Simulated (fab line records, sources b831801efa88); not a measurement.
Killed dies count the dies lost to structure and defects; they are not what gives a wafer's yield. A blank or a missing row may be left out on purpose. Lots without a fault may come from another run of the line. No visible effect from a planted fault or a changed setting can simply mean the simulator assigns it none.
The tool behind it: which one? + flow sfq-line + 14 lots, 42 wafers sampled, at 2 steps of a route of 325

== WHAT EACH GAUGE READ, for each wafer ==
The record lacks any reading of a measuring or inspecting step that a usual standard deviation could be used to judge.

== WHICH TOOL RAN EACH LOT (tool, then ch and the chambers of the sampled wafers, then the start) ==
| lot  | SFQ_TRILAYER_I6_DEP_PECVD_165   | SFQ_TRILAYER_I6_CMP_CMP_166   |
|------|---------------------------------|-------------------------------|
| L129 | pecvd-04 ch 0,1,2, day 68 11:34 | cmp-02 ch 2,3, day 68 13:44   |
| L130 | pecvd-02 ch 0,1,2, day 68 13:58 | cmp-01 ch 0,1,2, day 68 15:19 |
| L131 | pecvd-04 ch 1,2, day 68 16:22   | cmp-01 ch 0,1,3, day 68 18:49 |
| L132 | pecvd-02 ch 0,2, day 68 17:41   | cmp-02 ch 0,1,2, day 68 20:14 |
| L136 | pecvd-04 ch 0,1,2, day 72 03:50 | cmp-02 ch 1,3, day 72 05:37   |
| L138 | pecvd-04 ch 0,1,2, day 74 15:02 | cmp-02 ch 1,2,3, day 74 21:16 |
| L140 | pecvd-03 ch 0,1, day 76 03:27   | cmp-02 ch 2,3, day 76 04:04   |
| L143 | pecvd-03 ch 0,1, day 76 10:39   | cmp-02 ch 2,3, day 76 11:20   |
| L144 | pecvd-02 ch 0,1,2, day 76 12:38 | cmp-01 ch 2,3, day 76 13:47   |
| L145 | pecvd-04 ch 0,1,2, day 76 16:07 | cmp-01 ch 1,2, day 76 16:17   |
| L147 | pecvd-02 ch 0,1, day 77 07:58   | cmp-02 ch 0,1,2, day 77 08:32 |
| L149 | pecvd-02 ch 0,1,2, day 77 20:32 | cmp-01 ch 0,1,2, day 77 20:37 |
| L150 | pecvd-02 ch 1,2, day 77 22:56   | cmp-01 ch 0,1,3, day 77 23:37 |
| L152 | pecvd-02 ch 1,2, day 78 05:43   | cmp-01 ch 1,2, day 78 06:30   |
- SFQ_TRILAYER_I6_DEP_PECVD_165: deposits SiO2 from SiH4/N2O, time 111.11 s, target thk 500 nm.
- SFQ_TRILAYER_I6_CMP_CMP_166: polishes SiO2.

== AS READ BY THE TOOLS THEMSELVES (means over the sampled wafers that have a number; for cases with no such wafer, the mark the record gives instead) ==
SFQ_TRILAYER_I6_DEP_PECVD_165.
| lot  | tool     | heater-power-w (W) | run-length-s (s) | throttle-valve-pct (%) |
|------|----------|--------------------|------------------|------------------------|
| L129 | pecvd-04 | 71                 | 139.1            | 26.8                   |
| L130 | pecvd-02 | 82                 | 139.5            | 25.0                   |
| L131 | pecvd-04 | 84                 | 138.8            | 26.0                   |
| L132 | pecvd-02 | 92                 | 138.8            | 25.8                   |
| L136 | pecvd-04 | 72                 | 139.0            | 26.8                   |
| L138 | pecvd-04 | 70                 | 139.1            | 26.8                   |
| L140 | pecvd-03 | 76                 | 145.9            | 24.3                   |
| L143 | pecvd-03 | 80                 | 146.2            | 24.4                   |
| L144 | pecvd-02 | 89                 | 138.8            | 25.6                   |
| L145 | pecvd-04 | 73                 | 139.1            | 26.9                   |
| L147 | pecvd-02 | 76                 | 139.2            | 24.8                   |
| L149 | pecvd-02 | 85                 | 139.0            | 25.7                   |
| L150 | pecvd-02 | 88                 | 138.8            | 25.2                   |
| L152 | pecvd-02 | 90                 | 138.8            | 26.1                   |

SFQ_TRILAYER_I6_CMP_CMP_166.
| lot  | tool   | motor-current-A (A) | time-to-endpoint-s (s) |
|------|--------|---------------------|------------------------|
| L129 | cmp-02 | 11.2                | 215                    |
| L130 | cmp-01 | 9.7                 | 217                    |
| L131 | cmp-01 | 10.7                | 214                    |
| L132 | cmp-02 | 10.6                | 217                    |
| L136 | cmp-02 | 11.6                | 213                    |
| L138 | cmp-02 | 11.3                | 207                    |
| L140 | cmp-02 | 11.0                | 243                    |
| L143 | cmp-02 | 11.2                | 239                    |
| L144 | cmp-01 | 8.7                 | 212                    |
| L145 | cmp-01 | 9.4                 | 217                    |
| L147 | cmp-02 | 10.5                | 217                    |
| L149 | cmp-01 | 9.7                 | 198                    |
| L150 | cmp-01 | 10.4                | 214                    |
| L152 | cmp-01 | 9.6                 | 212                    |

== THE ANSWER, worked out from the rows above alone ==
Rule: the lots themselves supply what counts as usual. Put in order of their means at a reading, lots are off if they are a third of the lots or fewer, leave a main group of 4 or more, and stand apart from it by a gap of 3 or more times the standard deviation of the main group's means; of several such gaps the widest counts. The tables above print the reading to a certain number of digits; a main group whose means all agree to those digits is not used. Also off: a lot with no number at a reading for which 4 or more lots have one. All remaining lots with rows at the step are treated as sound. First the gauges in route order, then the tools' own readings, where a lot's mean is used as printed above. At the first step where some lot is off, the reading lying furthest off is the one used; lots without a number count as furthest.
Off: L140, L143 (SFQ_TRILAYER_I6_DEP_PECVD_165, run-length-s). Mean 139.0 s and standard deviation 0.21 in the main group.
If a tool, at that step or one of the process steps before it, ran each lot that is off and ran no sound lot following the first of them, it fits. One candidate fits, namely pecvd-03 at SFQ_TRILAYER_I6_DEP_PECVD_165. It ran no sound lot before its first lot that is off in this sample, so the start can't be narrowed down.
The tool's own readings at SFQ_TRILAYER_I6_DEP_PECVD_165 bear it out: on the lots that are off they differ by more than 5 times the standard deviation of the sound lots' means. run-length-s reads 146.1 s there against 139.0 s on the sound lots.

== WHAT THE SIMULATOR HAD INSERTED ==
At SFQ_TRILAYER_I6_DEP_PECVD_165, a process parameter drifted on pecvd-03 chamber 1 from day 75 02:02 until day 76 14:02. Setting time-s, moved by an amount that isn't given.
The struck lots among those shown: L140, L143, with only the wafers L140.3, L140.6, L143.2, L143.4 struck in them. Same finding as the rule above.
